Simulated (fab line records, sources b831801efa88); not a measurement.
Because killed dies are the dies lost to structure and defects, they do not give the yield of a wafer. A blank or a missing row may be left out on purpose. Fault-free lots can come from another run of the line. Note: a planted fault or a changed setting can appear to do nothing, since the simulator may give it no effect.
The tool behind it: which one? | flow sky130 | 12 lots with 36 wafers sampled at 2 steps, on a route of 708 steps

== WHAT THE GAUGES SHOWED, per wafer ==
SKY_POLY_GATE_OVL_MEAS_14.
lot  | measured     | on         | POLY_GATE_OVL (nm)
L075 | day 17 11:58 | overlay-01 | 5 10 9
L077 | day 17 22:43 | overlay-01 | 10 3 3
L079 | day 18 15:13 | overlay-02 | 0 -1 2
L081 | day 19 15:51 | overlay-01 | 7 -8 -3
L083 | day 20 03:14 | overlay-01 | 5 -1 -8
L085 | day 21 02:25 | overlay-02 | 9 3 14
L087 | day 21 16:22 | overlay-02 | 0 6 0
L089 | day 22 09:58 | overlay-01 | 1 -6 -1
L091 | day 23 04:07 | overlay-02 | -7 -1 -4
L093 | day 23 13:02 | overlay-02 | -9 1 1
L095 | day 24 15:11 | overlay-01 | 2 10 14
L097 | day 24 20:17 | overlay-01 | 2 -1 3

== WHICH TOOL RAN EACH LOT (tool, then ch and the chambers of the sampled wafers, then the start) ==
lot  | SKY_SONOS_ONO_ETCH_15
L075 | rie diel-04 ch 1,2,3, day 13 08:37
L077 | rie diel-04 ch 0,2, day 13 23:54
L079 | rie diel-04 ch 0,1, day 14 17:01
L081 | rie diel-02 ch 0,3, day 15 09:55
L083 | rie diel-02 ch 0,1,3, day 16 01:16
L085 | rie diel-04 ch 1,2,3, day 16 17:01
L087 | rie diel-02 ch 2,3, day 17 12:04
L089 | rie diel-03 ch 2,3, day 18 05:01
L091 | rie diel-03 ch 0,1,3, day 18 19:55
L093 | rie diel-02 ch 2,3, day 19 09:31
L095 | rie diel-04 ch 1,2, day 20 09:29
L097 | rie diel-02 ch 1,3, day 20 15:22
- SKY_SONOS_ONO_ETCH_15: etches the open film in CHF3/O2, target depth 19.52 nm, time 7.8 s.

== THE ANSWER, worked out from the rows above alone ==
Rule: usual is defined by the lots themselves. The widest of any qualifying gaps counts: lots, ordered by their means at a reading, are off when they make up no more than a third of the lots, leave a main group of 4 or more, and stand apart from it by 3 or more times the standard deviation of that group's means. A main group is skipped when, at the precision printed for the reading in the tables above, its means are all equal. A lot without any number at a reading at which 4 lots or more have one is off too. All remaining lots with rows at the step are treated as sound.
No lot is off at any reading shown: from this, nothing can be told.

== WHAT HAD BEEN PUT IN BY THE SIMULATOR ==
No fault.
